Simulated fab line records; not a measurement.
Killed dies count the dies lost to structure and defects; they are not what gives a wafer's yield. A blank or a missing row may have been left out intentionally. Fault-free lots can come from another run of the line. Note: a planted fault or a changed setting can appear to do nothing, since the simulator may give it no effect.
fab line records | flow sky130 | part 1 of 2: steps 1 to 22 of 30
record: lots: 5 | wafers: 15 | lastDay: 51
route steps=708 shown METAL5@673 PASSIVATION@681 PAD_OPEN@694
lots that met no fault: from a run of the same line without faults
startH: hours from the record's opening day to when the first of the lot's shown wafers began | waitH: hours since the lot's step before | " unchanged from the row above | L1.1+2: a row that stands for several wafers | - no value, or no start was given | * or withheld: withheld | < > ~ a bound
route shown NAME@n: NAME is a module with steps in the file, n the number in the route of the first one | usual: mean/standard deviation taken from wafers without a fault | same: alike in all rows | chamber/n: place in a boat | sites: readings site by site | _std_site: standard deviation of those values | _edge_site: the outer-site mean with the inner-site mean subtracted | radiusMm: how far each site lies from the wafer's centre | mask NAME#n: copy n | behind: the most recent tool/chamber to have shaped the wafer | hold: cause of the lot's hold/its duration in hours/its outcome | device: names the non-switching transistor (n, p or np) | end of line: the route-end tests of the same wafers | a step with no rows: only its recipe | killed: not the wafer's yield, but the dies lost to structure and defects at the first sort | map: shows each die of a wafer: x if killed, . if not, _ if none is there
set.NAME: the setting the step ran with; set.NAME@STEP: the setting that earlier step ran with | model.NAME: the simulator's own value behind a step, which no gauge read
a table for each step, a row for each wafer; lots at some steps of the route
services: a tool's chamber out of use, with start hour (startH, from the record's first day; less than 0 if before it), hours out, and reason
== steps ==
step: SKY_METAL5_PEB_12
recipe: tempC: withheld | timeS: * | resist: NOVOLAK
usual: exhaustPa: 45.0/0.93 | resistLineTempC: *
lot.wafer | tool          | chamber | startH | waitH | exhaustPa | resistLineTempC
L076.1    | lithoTrack-04 | 0       | -      | -     | 45.6      | *
L076.3    | "             | 0       | "      | "     | 46.0      | *
L076.6    | "             | 0       | "      | "     | 45.4      | *
L083.2    | lithoTrack-04 | 0       | -      | -     | 43.5      | *
L083.3    | "             | 0       | "      | "     | 46.1      | *
L083.5    | "             | 0       | "      | "     | 45.2      | *
L086.1    | lithoTrack-04 | 0       | -      | -     | 45.3      | *
L086.3    | "             | 0       | "      | "     | 45.7      | *
L086.6    | "             | 0       | "      | "     | 44.0      | *
L091.3    | lithoTrack-04 | 0       | -      | -     | 44.2      | *
L091.5    | "             | 0       | "      | "     | 44.1      | *
L091.6    | "             | 0       | "      | "     | 45.8      | *
L097.2    | lithoTrack-02 | 0       | -      | -     | 44.2      | *
L097.3    | "             | 0       | "      | "     | 44.7      | *
L097.4    | "             | 0       | "      | "     | 45.6      | *
step: SKY_METAL5_DEVELOP_13
recipe: resist: NOVOLAK | developer: TMAH | developTimeS: 60 | devTempC: 23
usual: exhaustPa: 44.9/0.88 | resistLineTempC: 23.01/0.095
lot.wafer | tool          | chamber | startH  | waitH | exhaustPa | resistLineTempC
L076.1    | lithoTrack-04 | 0       | 1047.80 | 0.1   | 43.9      | 23.05
L076.3    | "             | 0       | "       | "     | 43.7      | 23.03
L076.6    | "             | 0       | "       | "     | 44.5      | 23.12
L083.2    | lithoTrack-04 | 0       | 1098.28 | 0.1   | 44.8      | 23.02
L083.3    | "             | 0       | "       | "     | 45.7      | 22.95
L083.5    | "             | 0       | "       | "     | 45.3      | 23.00
L086.1    | lithoTrack-04 | 0       | 1113.75 | 0.1   | 43.7      | 22.98
L086.3    | "             | 0       | "       | "     | 45.4      | 23.06
L086.6    | "             | 0       | "       | "     | 44.9      | 23.00
L091.3    | lithoTrack-04 | 0       | 1152.31 | 0.1   | 45.9      | 23.11
L091.5    | "             | 0       | "       | "     | 44.2      | 22.91
L091.6    | "             | 0       | "       | "     | 44.7      | 23.01
L097.2    | lithoTrack-02 | 0       | 1177.22 | 0.1   | 44.9      | 22.99
L097.3    | "             | 0       | "       | "     | 45.9      | 23.04
L097.4    | "             | 0       | "       | "     | 45.6      | 23.24
step: SKY_METAL5_DESCUM_14
recipe: chemistry: O2 | sourcePowerW: 150 | biasPowerW: 0 | pressureMtorr: 10 | tempC: 40 | timeS: 11
usual: drypumpMotorCurrentA: 5.8/0.48 | oesProductAu: 1.004/0.0097 | rfFwdPowerW: 146.9/0.63
lot.wafer | tool        | chamber | startH  | waitH | drypumpMotorCurrentA | oesProductAu | rfFwdPowerW | rfHoursCounterH
L076.1    | rieMetal-04 | 0       | 1047.95 | 0.1   | 6.1                  | 0.993        | 146.6       | 6
L076.3    | "           | 1       | "       | "     | 6.3                  | 0.996        | 147.8       | -
L076.6    | "           | 1       | "       | "     | 6.3                  | 0.991        | 147.6       | -
L083.2    | rieMetal-03 | 1       | 1098.42 | 0.1   | 5.8                  | 1.008        | 146.5       | -
L083.3    | "           | 1       | "       | "     | 5.9                  | 1.013        | 146.6       | -
L083.5    | "           | 1       | "       | "     | 5.8                  | 1.013        | 146.3       | -
L086.1    | rieMetal-01 | 1       | 1113.90 | 0.1   | 5.9                  | 0.998        | 146.9       | 19
L086.3    | "           | 0       | "       | "     | 5.1                  | 1.010        | 146.7       | -
L086.6    | "           | 0       | "       | "     | 5.1                  | 0.998        | 146.2       | -
L091.3    | rieMetal-04 | 0       | 1152.42 | 0.1   | 6.0                  | 0.997        | 146.0       | -
L091.5    | "           | 0       | "       | "     | 6.1                  | 1.000        | 146.1       | -
L091.6    | "           | 1       | "       | "     | 6.3                  | 0.993        | 146.6       | -
L097.2    | rieMetal-01 | 1       | 1177.35 | 0.1   | 5.9                  | 0.998        | 147.5       | 25
L097.3    | "           | 0       | "       | "     | 5.1                  | 1.005        | 146.1       | -
L097.4    | "           | 1       | "       | "     | 5.9                  | 1.001        | 147.0       | -
step: SKY_METAL5_METAL_ETCH_15
recipe: targetDepthA: 12600 | stopOn: SiO2 | overEtchFrac: 0.2 | timeS: 252 | chemistry: Cl2/BCl3 | resistSidewallDeg: 86 | pressureMtorr: 10 | icpW: 900 | biasW: 48.5 | Cl2_flow_sccm: 60 | bcl3FlowSccm: 30
usual: drypumpMotorCurrentA: 5.8/0.48 | oesProductAu: 0.894/0.005 | rfFwdPowerW: 897/3 | throttleValvePct: 22.264/0.0092
lot.wafer | tool        | chamber | startH  | waitH | drypumpMotorCurrentA | oesProductAu | rfFwdPowerW | rfHoursCounterH | throttleValvePct
L076.1    | rieMetal-04 | 0       | 1047.99 | 0.0   | 6.1                  | 0.901        | 899         | 6               | 22.269
L076.3    | "           | 1       | "       | "     | 6.3                  | 0.889        | 895         | -               | 22.257
L076.6    | "           | 1       | "       | "     | 6.3                  | 0.895        | 893         | -               | 22.274
L083.2    | rieMetal-03 | 1       | 1098.55 | 0.1   | 5.9                  | 0.888        | 896         | -               | 22.264
L083.3    | "           | 1       | "       | "     | 5.9                  | 0.893        | 894         | -               | 22.260
L083.5    | "           | 1       | "       | "     | 5.9                  | 0.884        | 894         | -               | 22.263
L086.1    | rieMetal-01 | 1       | 1113.94 | 0.0   | 5.9                  | 0.899        | 897         | 19              | 22.258
L086.3    | "           | 0       | "       | "     | 5.1                  | 0.898        | 895         | -               | 22.274
L086.6    | "           | 0       | "       | "     | 5.1                  | 0.895        | 895         | -               | 22.253
L091.3    | rieMetal-04 | 0       | 1152.52 | 0.1   | 6.0                  | 0.889        | 899         | -               | 22.271
L091.5    | "           | 0       | "       | "     | 6.1                  | 0.890        | 897         | -               | 22.267
L091.6    | "           | 1       | "       | "     | 6.3                  | 0.897        | 898         | -               | 22.268
L097.2    | rieMetal-01 | 1       | 1177.38 | 0.0   | 5.9                  | 0.890        | 899         | 25              | 22.269
L097.3    | "           | 0       | "       | "     | 5.1                  | 0.890        | 894         | -               | 22.252
L097.4    | "           | 1       | "       | "     | 5.9                  | 0.892        | 897         | -               | 22.260
step: SKY_METAL5_STRIP_16
recipe: chemistry: O2/N2 | powerW: 1422 | pressureMtorr: 1500 | platenTempC: withheld | o2FlowSccm: 3000 | n2FlowSccm: 300 | overashFraction: 0.5
usual: drypumpMotorCurrentA: 6.11/0.26 | n2FlowSccm: 300.0/0.98 | oesProductAu: 0.716/0.0049 | stripTimeToEndpointS: 12.89/0.096
lot.wafer | tool           | chamber | startH  | waitH | drypumpMotorCurrentA | n2FlowSccm | oesProductAu | rfHoursCounterH | stripTimeToEndpointS
L076.1    | plasmaAsher-01 | 1       | 1048.22 | 0.2   | 5.91                 | 299.1      | 0.714        | 119             | 12.96
L076.3    | "              | 0       | "       | "     | 6.18                 | 298.7      | 0.719        | -               | 12.91
L076.6    | "              | 1       | "       | "     | 5.93                 | 301.9      | 0.720        | -               | 12.91
L083.2    | plasmaAsher-04 | 0       | 1098.94 | 0.3   | 6.08                 | 300.7      | 0.720        | 66              | 12.78
L083.3    | "              | 0       | "       | "     | 6.13                 | 300.8      | 0.720        | -               | 12.75
L083.5    | "              | 1       | "       | "     | 6.23                 | 299.3      | 0.714        | -               | 12.80
L086.1    | plasmaAsher-04 | 1       | 1114.17 | 0.2   | 6.23                 | 299.3      | 0.721        | 67              | 13.01
L086.3    | "              | 0       | "       | "     | 6.05                 | 302.4      | 0.717        | -               | 12.91
L086.6    | "              | 0       | "       | "     | 6.02                 | 301.8      | 0.712        | -               | 12.87
L091.3    | plasmaAsher-04 | 0       | 1152.71 | 0.1   | 6.10                 | 301.6      | 0.719        | -               | 12.90
L091.5    | "              | 1       | "       | "     | 6.23                 | 300.4      | 0.710        | -               | 12.93
L091.6    | "              | 0       | "       | "     | 6.07                 | 300.3      | 0.721        | -               | 12.94
L097.2    | plasmaAsher-03 | 0       | 1177.62 | 0.2   | 5.80                 | 300.4      | 0.719        | 44              | 12.82
L097.3    | "              | 0       | "       | "     | 5.81                 | 300.2      | 0.723        | -               | 12.79
L097.4    | "              | 1       | "       | "     | 6.49                 | 302.5      | 0.719        | -               | 12.81
step: SKY_METAL5_STRIP_17
recipe: chemistry: postEtchResidueRemover | timeS: 1200 | tempC: 72.5
lot.wafer  | tool        | chamber | startH  | waitH
L076.1+3+6 | wetBench-04 | 0       | 1048.32 | 0.1
L083.2+3+5 | wetBench-04 | 3       | 1099.04 | 0.1
L086.1+3+6 | wetBench-03 | 2       | 1114.27 | 0.1
L091.3+5+6 | wetBench-02 | 3       | 1152.77 | 0.0
L097.2+3+4 | wetBench-02 | 1       | 1177.73 | 0.1
step: SKY_METAL5_CLEAN_18
recipe: chemistry: IPA | timeS: 180 | tempC: 25
lot.wafer  | tool        | chamber | startH  | waitH
L076.1+3+6 | wetBench-04 | 3       | 1049.07 | 0.0
L083.2+3+5 | wetBench-03 | 0       | 1099.38 | 0.0
L086.1+3+6 | wetBench-04 | 0       | 1114.96 | 0.0
L091.3+5+6 | wetBench-04 | 1       | 1153.12 | 0.0
L097.2+3+4 | wetBench-03 | 1       | 1178.07 | 0.0
step: SKY_METAL5_CLEAN_19
recipe: chemistry: O3/DIW | dry: n2Spin
lot.wafer  | tool        | chamber | startH  | waitH
L076.1+3+6 | wetBench-03 | 1       | 1049.13 | 0.0
L083.2+3+5 | wetBench-02 | 2       | 1099.44 | 0.0
L086.1+3+6 | wetBench-04 | 3       | 1115.02 | 0.0
L091.3+5+6 | wetBench-03 | 1       | 1153.17 | 0.0
L097.2+3+4 | wetBench-03 | 2       | 1178.14 | 0.0
step: SKY_PASSIVATION_CVD_00
recipe: material: SiO2 | targetThkNm: 90 | tempC: 400 | timeS: withheld | rfW: 600
usual: heaterPowerW: 647/76 | rfFwdPowerW: 588/3.2
lot.wafer | tool     | chamber | startH  | waitH | heaterPowerW | rfFwdPowerW
L076.1    | pecvd-04 | 1       | 1049.23 | 0.0   | 705          | 587
L076.3    | "        | 0       | "       | "     | 839          | 584
L076.6    | "        | 0       | "       | "     | 644          | 583
L083.2    | pecvd-03 | 1       | 1099.53 | 0.0   | 544          | 586
L083.3    | "        | 2       | "       | "     | 743          | 589
L083.5    | "        | 2       | "       | "     | 750          | 592
L086.1    | pecvd-03 | 1       | 1115.11 | 0.0   | 558          | 586
L086.3    | "        | 0       | "       | "     | 550          | 588
L086.6    | "        | 2       | "       | "     | 716          | 588
L091.3    | pecvd-04 | 1       | 1153.27 | 0.0   | 723          | 591
L091.5    | "        | 2       | "       | "     | 646          | 593
L091.6    | "        | 1       | "       | "     | 733          | 592
L097.2    | pecvd-03 | 0       | 1178.24 | 0.0   | 539          | 589
L097.3    | "        | 2       | "       | "     | 651          | 588
L097.4    | "        | 0       | "       | "     | 551          | 586
step: SKY_PASSIVATION_THK_MEAS_01
recipe: reads: SiO2_of_PASSIVATION_CVD_00
usual: PASSIVATION_CVD_00_THK: 89.6/1.2
lot.wafer | tool         | chamber | startH  | waitH | PASSIVATION_CVD_00_THK[nm]
L076.1    | filmMetro-01 | -       | 1049.25 | -     | 89.0
L076.3    | "            | -       | "       | "     | 90.5
L076.6    | "            | -       | "       | "     | 89.8
L083.2    | filmMetro-04 | -       | 1099.57 | -     | 87.7
L083.3    | "            | -       | "       | "     | 89.4
L083.5    | "            | -       | "       | "     | 92.2
L086.1    | filmMetro-04 | -       | 1115.13 | -     | 88.2
L086.3    | "            | -       | "       | "     | 89.2
L086.6    | "            | -       | "       | "     | 91.1
L091.3    | filmMetro-03 | -       | 1153.31 | -     | 88.7
L091.5    | "            | -       | "       | "     | 90.1
L091.6    | "            | -       | "       | "     | 90.0
L097.2    | filmMetro-03 | -       | 1178.27 | -     | 89.4
L097.3    | "            | -       | "       | "     | 88.0
L097.4    | "            | -       | "       | "     | 89.6
step: SKY_PASSIVATION_CVD_02
recipe: material: Si3N4 | targetThkNm: 540 | tempC: 400 | timeS: withheld | rfW: 450
usual: heaterPowerW: 714/79 | rfFwdPowerW: 449.1/1.4
lot.wafer | tool     | chamber | startH  | waitH | heaterPowerW | rfFwdPowerW
L076.1    | pecvd-01 | 2       | 1049.31 | 0.1   | 697          | 449.9
L076.3    | "        | 0       | "       | "     | 806          | 449.1
L076.6    | "        | 2       | "       | "     | 713          | 450.8
L083.2    | pecvd-01 | 2       | 1099.62 | 0.0   | 701          | 447.9
L083.3    | "        | 1       | "       | "     | 774          | 448.4
L083.5    | "        | 2       | "       | "     | 723          | 447.5
L086.1    | pecvd-01 | 0       | 1115.19 | 0.1   | 693          | 451.9
L086.3    | "        | 1       | "       | "     | 731          | 448.1
L086.6    | "        | 0       | "       | "     | 739          | 451.3
L091.3    | pecvd-03 | 2       | 1153.35 | 0.0   | 739          | 450.2
L091.5    | "        | 1       | "       | "     | 634          | 447.3
L091.6    | "        | 2       | "       | "     | 770          | 450.4
L097.2    | pecvd-01 | 2       | 1178.32 | 0.0   | 752          | 450.2
L097.3    | "        | 1       | "       | "     | 752          | 449.0
L097.4    | "        | 2       | "       | "     | 600          | 446.6
step: SKY_PASSIVATION_THK_MEAS_03
recipe: reads: Si3N4_of_PASSIVATION_CVD_02
usual: PASSIVATION_CVD_02_THK: 542/6.6
lot.wafer | tool         | chamber | startH  | waitH | PASSIVATION_CVD_02_THK[nm]
L076.1    | filmMetro-03 | -       | 1049.65 | -     | 539
L076.3    | "            | -       | "       | "     | 541
L076.6    | "            | -       | "       | "     | 541
L083.2    | filmMetro-01 | -       | 1099.85 | -     | 536
L083.3    | "            | -       | "       | "     | 540
L083.5    | "            | -       | "       | "     | 548
L086.1    | filmMetro-04 | -       | 1115.41 | -     | 534
L086.3    | "            | -       | "       | "     | 539
L086.6    | "            | -       | "       | "     | 540
L091.3    | filmMetro-03 | -       | 1153.59 | -     | 536
L091.5    | "            | -       | "       | "     | 552
L091.6    | "            | -       | "       | "     | 544
L097.2    | filmMetro-03 | -       | 1178.56 | -     | 532
L097.3    | "            | -       | "       | "     | 533
L097.4    | "            | -       | "       | "     | 540
step: SKY_PASSIVATION_DEHYDRATE_04
recipe: tempC: 200 | timeS: 60
usual: exhaustPa: 45.0/0.86 | resistLineTempC: 22.99/0.096
lot.wafer | tool          | chamber | startH  | waitH | exhaustPa | resistLineTempC
L076.1    | lithoTrack-04 | 0       | 1060.00 | 10.3  | 45.7      | 22.99
L076.3    | "             | 0       | "       | "     | 46.3      | 23.05
L076.6    | "             | 0       | "       | "     | 46.1      | 23.04
L083.2    | lithoTrack-04 | 0       | 1109.83 | 10.0  | 46.3      | 23.08
L083.3    | "             | 0       | "       | "     | 44.6      | 23.04
L083.5    | "             | 0       | "       | "     | 45.1      | 23.15
L086.1    | lithoTrack-03 | 0       | 1124.11 | 8.7   | 45.2      | 22.88
L086.3    | "             | 0       | "       | "     | 43.8      | 23.05
L086.6    | "             | 0       | "       | "     | 46.1      | 23.05
L091.3    | lithoTrack-02 | 0       | 1161.70 | 8.1   | 43.7      | 23.20
L091.5    | "             | 0       | "       | "     | 45.1      | 23.19
L091.6    | "             | 0       | "       | "     | 44.0      | 23.03
L097.2    | lithoTrack-04 | 0       | 1185.78 | 7.2   | 45.3      | 22.92
L097.3    | "             | 0       | "       | "     | 45.2      | 22.95
L097.4    | "             | 0       | "       | "     | 44.9      | 22.86
step: SKY_PASSIVATION_HMDS_05
recipe: primeTimeS: 60 | primeTempC: 120
usual: exhaustPa: 45.1/0.86 | resistLineTempC: 22.98/0.096
lot.wafer | tool          | chamber | startH  | waitH | exhaustPa | resistLineTempC
L076.1    | lithoTrack-04 | 0       | 1060.15 | 0.1   | 46.2      | 22.97
L076.3    | "             | 0       | "       | "     | 44.4      | 22.90
L076.6    | "             | 0       | "       | "     | 46.4      | 22.95
L083.2    | lithoTrack-04 | 0       | 1109.98 | 0.1   | 45.3      | 22.85
L083.3    | "             | 0       | "       | "     | 46.5      | 23.00
L083.5    | "             | 0       | "       | "     | 45.5      | 23.02
L086.1    | lithoTrack-03 | 0       | 1124.26 | 0.1   | 45.5      | 23.06
L086.3    | "             | 0       | "       | "     | 44.0      | 23.00
L086.6    | "             | 0       | "       | "     | 43.9      | 23.03
L091.3    | lithoTrack-02 | 0       | 1161.85 | 0.1   | 44.9      | 22.94
L091.5    | "             | 0       | "       | "     | 45.4      | 23.07
L091.6    | "             | 0       | "       | "     | 45.9      | 23.14
L097.2    | lithoTrack-04 | 0       | 1185.93 | 0.1   | 44.2      | 22.88
L097.3    | "             | 0       | "       | "     | 45.8      | 22.98
L097.4    | "             | 0       | "       | "     | 44.1      | 23.01
step: SKY_PASSIVATION_COAT_06
recipe: spinRpm: 2000 | resistThkNm: 3000
usual: exhaustPa: 45.1/0.73 | resistLineTempC: 23.00/0.095
lot.wafer | tool          | chamber | startH  | waitH | exhaustPa | resistLineTempC
L076.1    | lithoTrack-04 | 0       | 1060.30 | 0.1   | 44.3      | 22.92
L076.3    | "             | 0       | "       | "     | 44.1      | 22.90
L076.6    | "             | 0       | "       | "     | 44.5      | 22.93
L083.2    | lithoTrack-04 | 0       | 1110.13 | 0.1   | 46.1      | 23.03
L083.3    | "             | 0       | "       | "     | 44.9      | 22.86
L083.5    | "             | 0       | "       | "     | 45.8      | 22.71
L086.1    | lithoTrack-03 | 0       | 1124.41 | 0.1   | 44.6      | 23.18
L086.3    | "             | 0       | "       | "     | 45.0      | 22.97
L086.6    | "             | 0       | "       | "     | 46.2      | 23.10
L091.3    | lithoTrack-02 | 0       | 1162.00 | 0.1   | 44.7      | 22.95
L091.5    | "             | 0       | "       | "     | 45.2      | 23.01
L091.6    | "             | 0       | "       | "     | 46.1      | 22.87
L097.2    | lithoTrack-04 | 0       | 1186.08 | 0.1   | 44.4      | 23.05
L097.3    | "             | 0       | "       | "     | 44.8      | 23.20
L097.4    | "             | 0       | "       | "     | 43.8      | 22.97
step: SKY_PASSIVATION_SOFTBAKE_07
recipe: tempC: 110 | timeS: withheld
usual: exhaustPa: 44.8/0.95 | resistLineTempC: 22.98/0.1
lot.wafer | tool          | chamber | startH  | waitH | exhaustPa | resistLineTempC
L076.1    | lithoTrack-04 | 0       | 1060.45 | 0.1   | 44.4      | 22.88
L076.3    | "             | 0       | "       | "     | 44.8      | 22.81
L076.6    | "             | 0       | "       | "     | 44.5      | 23.08
L083.2    | lithoTrack-04 | 0       | 1110.29 | 0.1   | 45.1      | 22.96
L083.3    | "             | 0       | "       | "     | 45.7      | 22.96
L083.5    | "             | 0       | "       | "     | 45.3      | 22.89
L086.1    | lithoTrack-03 | 0       | 1124.56 | 0.1   | 44.2      | 22.82
L086.3    | "             | 0       | "       | "     | 44.4      | 22.95
L086.6    | "             | 0       | "       | "     | 44.9      | 22.91
L091.3    | lithoTrack-02 | 0       | 1162.16 | 0.1   | 46.7      | 23.05
L091.5    | "             | 0       | "       | "     | 45.2      | 23.03
L091.6    | "             | 0       | "       | "     | 45.2      | 23.09
L097.2    | lithoTrack-04 | 0       | 1186.24 | 0.1   | 43.8      | 22.96
L097.3    | "             | 0       | "       | "     | 43.2      | 22.98
L097.4    | "             | 0       | "       | "     | 43.6      | 22.93
step: SKY_PASSIVATION_EXPOSE_08
recipe: maskId: NSM | targetCdNm: 3000 | na: 0.57 | doseMj: 260
lot.wafer  | tool            | chamber | startH | waitH | mask
L076.1+3+6 | ilineStepper-01 | 0       | -      | -     | NSM#0
L083.2+3+5 | ilineStepper-01 | 0       | -      | -     | NSM#0
L086.1+3+6 | ilineStepper-02 | 0       | -      | -     | NSM#0
L091.3+5+6 | ilineStepper-01 | 0       | -      | -     | NSM#0
L097.2+3+4 | ilineStepper-01 | 0       | -      | -     | NSM#0
step: SKY_PASSIVATION_PEB_09
recipe: tempC: 115 | timeS: withheld
usual: exhaustPa: 45.1/0.93 | resistLineTempC: 23.00/0.1
lot.wafer | tool          | chamber | startH | waitH | exhaustPa | resistLineTempC
L076.1    | lithoTrack-02 | 0       | -      | -     | 45.0      | 22.92
L076.3    | "             | 0       | "      | "     | 46.5      | 23.09
L076.6    | "             | 0       | "      | "     | 45.3      | 22.92
L083.2    | lithoTrack-03 | 0       | -      | -     | 46.9      | 22.97
L083.3    | "             | 0       | "      | "     | 46.2      | 23.04
L083.5    | "             | 0       | "      | "     | 46.5      | 23.17
L086.1    | lithoTrack-03 | 0       | -      | -     | 45.7      | 23.06
L086.3    | "             | 0       | "      | "     | 44.6      | 23.12
L086.6    | "             | 0       | "      | "     | 45.0      | 22.99
L091.3    | lithoTrack-03 | 0       | -      | -     | 46.4      | 23.00
L091.5    | "             | 0       | "      | "     | 45.6      | 23.16
L091.6    | "             | 0       | "      | "     | 44.9      | 23.07
L097.2    | lithoTrack-02 | 0       | -      | -     | 44.3      | 23.20
L097.3    | "             | 0       | "      | "     | 44.6      | 23.20
L097.4    | "             | 0       | "      | "     | 44.5      | 23.09
step: SKY_PASSIVATION_DEVELOP_10
recipe: developTimeS: 60 | devTempC: 23
usual: exhaustPa: 44.8/0.79 | resistLineTempC: 23.01/0.1
lot.wafer | tool          | chamber | startH | waitH | exhaustPa | resistLineTempC
L076.1    | lithoTrack-02 | 0       | -      | -     | 43.9      | 23.07
L076.3    | "             | 0       | "      | "     | 45.5      | 23.01
L076.6    | "             | 0       | "      | "     | 44.7      | 23.04
L083.2    | lithoTrack-03 | 0       | -      | -     | 43.8      | 23.07
L083.3    | "             | 0       | "      | "     | 44.0      | 23.08
L083.5    | "             | 0       | "      | "     | 45.0      | 23.19
L086.1    | lithoTrack-03 | 0       | -      | -     | 44.7      | 22.93
L086.3    | "             | 0       | "      | "     | 43.9      | 23.05
L086.6    | "             | 0       | "      | "     | 44.9      | 23.10
L091.3    | lithoTrack-03 | 0       | -      | -     | 43.9      | 23.16
L091.5    | "             | 0       | "      | "     | 42.8      | 23.14
L091.6    | "             | 0       | "      | "     | 44.8      | 23.14
L097.2    | lithoTrack-02 | 0       | -      | -     | 43.9      | 22.89
L097.3    | "             | 0       | "      | "     | 44.1      | 23.00
L097.4    | "             | 0       | "      | "     | 44.6      | 23.03
step: SKY_PASSIVATION_ETCH_11
recipe: chemistry: CF4/O2 | targetDepthNm: 725 | stopOn: AlCu | sourceW: 800 | biasW: 150 | pressureMtorr: 150 | cf4FlowSccm: 80 | O2_flow_sccm: 10 | timeS: 161.1
usual: drypumpMotorCurrentA: 5.7/0.42 | oesProductAu: 0.978/0.007 | rfFwdPowerW: 796.8/2.4 | throttleValvePct: 5.963/0.0093
lot.wafer | tool       | chamber | startH  | waitH | drypumpMotorCurrentA | oesProductAu | rfFwdPowerW | rfHoursCounterH | throttleValvePct
L076.1    | rieDiel-01 | 0       | 1070.94 | -     | 5.7                  | 0.977        | 794.1       | 8               | 5.983
L076.3    | "          | 2       | "       | "     | 5.4                  | 0.977        | 797.1       | 19              | 5.983
L076.6    | "          | 1       | "       | "     | 5.5                  | 0.981        | 794.0       | -               | 5.963
L083.2    | rieDiel-03 | 1       | 1120.06 | -     | 5.8                  | 0.971        | 796.3       | 17              | 5.971
L083.3    | "          | 3       | "       | "     | 5.0                  | 0.986        | 796.1       | 18              | 5.956
L083.5    | "          | 1       | "       | "     | 5.8                  | 0.974        | 794.6       | -               | 5.951
L086.1    | rieDiel-03 | 1       | 1134.76 | -     | 5.8                  | 0.969        | 794.6       | 18              | 5.958
L086.3    | "          | 2       | "       | "     | 6.2                  | 0.981        | 795.5       | 17              | 5.967
L086.6    | "          | 1       | "       | "     | 5.8                  | 0.969        | 793.6       | -               | 5.951
L091.3    | rieDiel-01 | 1       | 1170.86 | -     | 5.5                  | 0.969        | 795.7       | 9               | 5.977
L091.5    | "          | 2       | "       | "     | 5.4                  | 0.979        | 795.6       | -               | 5.942
L091.6    | "          | 0       | "       | "     | 5.7                  | 0.981        | 794.3       | -               | 5.956
L097.2    | rieDiel-01 | 1       | 1195.10 | -     | 5.5                  | 0.982        | 796.1       | 10              | 5.934
L097.3    | "          | 0       | "       | "     | 5.8                  | 0.974        | 798.7       | 13              | 5.957
L097.4    | "          | 2       | "       | "     | 5.4                  | 0.981        | 792.8       | 23              | 5.959
step: SKY_PASSIVATION_STRIP_12
recipe: chemistry: O2/N2 | powerW: 1400 | pressureMtorr: 1500 | platenTempC: withheld | overashFraction: 0.7 | o2FlowSccm: 3000 | n2FlowSccm: 300
usual: drypumpMotorCurrentA: 6.0/0.46 | n2FlowSccm: 300.0/0.92 | oesProductAu: 0.660/0.005 | stripTimeToEndpointS: 31.50/0.12
lot.wafer | tool           | chamber | startH  | waitH | drypumpMotorCurrentA | n2FlowSccm | oesProductAu | rfHoursCounterH | stripTimeToEndpointS
L076.1    | plasmaAsher-03 | 0       | 1071.05 | 0.1   | 5.8                  | 298.7      | 0.662        | 33              | 31.55
L076.3    | "              | 1       | "       | "     | 6.5                  | 300.5      | 0.662        | -               | 31.52
L076.6    | "              | 1       | "       | "     | 6.5                  | 300.5      | 0.654        | -               | 31.67
L083.2    | plasmaAsher-03 | 1       | 1120.17 | 0.1   | 6.5                  | 299.2      | 0.674        | 38              | 31.53
L083.3    | "              | 1       | "       | "     | 6.5                  | 298.0      | 0.658        | -               | 31.37
L083.5    | "              | 0       | "       | "     | 5.8                  | 299.9      | 0.659        | -               | 31.57
L086.1    | plasmaAsher-03 | 0       | 1134.87 | 0.1   | 5.8                  | 301.1      | 0.654        | 40              | 31.68
L086.3    | "              | 0       | "       | "     | 5.8                  | 300.4      | 0.654        | -               | 31.58
L086.6    | "              | 1       | "       | "     | 6.5                  | 299.9      | 0.664        | -               | 31.75
L091.3    | plasmaAsher-02 | 0       | 1171.00 | 0.1   | 6.4                  | 301.5      | 0.663        | -               | 31.56
L091.5    | "              | 0       | "       | "     | 6.3                  | 299.6      | 0.662        | -               | 31.44
L091.6    | "              | 1       | "       | "     | 5.2                  | 299.9      | 0.659        | -               | 31.42
L097.2    | plasmaAsher-02 | 1       | 1195.20 | 0.1   | 5.2                  | 300.3      | 0.662        | 105             | 31.57
L097.3    | "              | 1       | "       | "     | 5.2                  | 299.4      | 0.667        | -               | 31.59
L097.4    | "              | 0       | "       | "     | 6.4                  | 299.3      | 0.668        | -               | 31.49
step: SKY_PAD_OPEN_DEHYDRATE_00
recipe: tempC: 200 | timeS: 60
usual: exhaustPa: 45.2/0.84 | resistLineTempC: 23.03/0.1
lot.wafer | tool          | chamber | startH  | waitH | exhaustPa | resistLineTempC
L076.1    | lithoTrack-04 | 0       | 1080.60 | 9.5   | 44.9      | 23.12
L076.3    | "             | 0       | "       | "     | 44.3      | 23.09
L076.6    | "             | 0       | "       | "     | 45.3      | 23.21
L083.2    | lithoTrack-03 | 0       | 1129.79 | 9.6   | 45.0      | 22.90
L083.3    | "             | 0       | "       | "     | 43.4      | 22.89
L083.5    | "             | 0       | "       | "     | 43.8      | 22.94
L086.1    | lithoTrack-04 | 0       | 1143.45 | 8.6   | 44.2      | 23.22
L086.3    | "             | 0       | "       | "     | 45.5      | 23.10
L086.6    | "             | 0       | "       | "     | 46.2      | 23.05
L091.3    | lithoTrack-04 | 0       | 1178.70 | 7.7   | 44.4      | 22.96
L091.5    | "             | 0       | "       | "     | 44.0      | 23.06
L091.6    | "             | 0       | "       | "     | 45.1      | 22.94
L097.2    | lithoTrack-04 | 0       | 1202.33 | 7.1   | 45.5      | 22.94
L097.3    | "             | 0       | "       | "     | 44.4      | 23.05
L097.4    | "             | 0       | "       | "     | 45.0      | 23.01
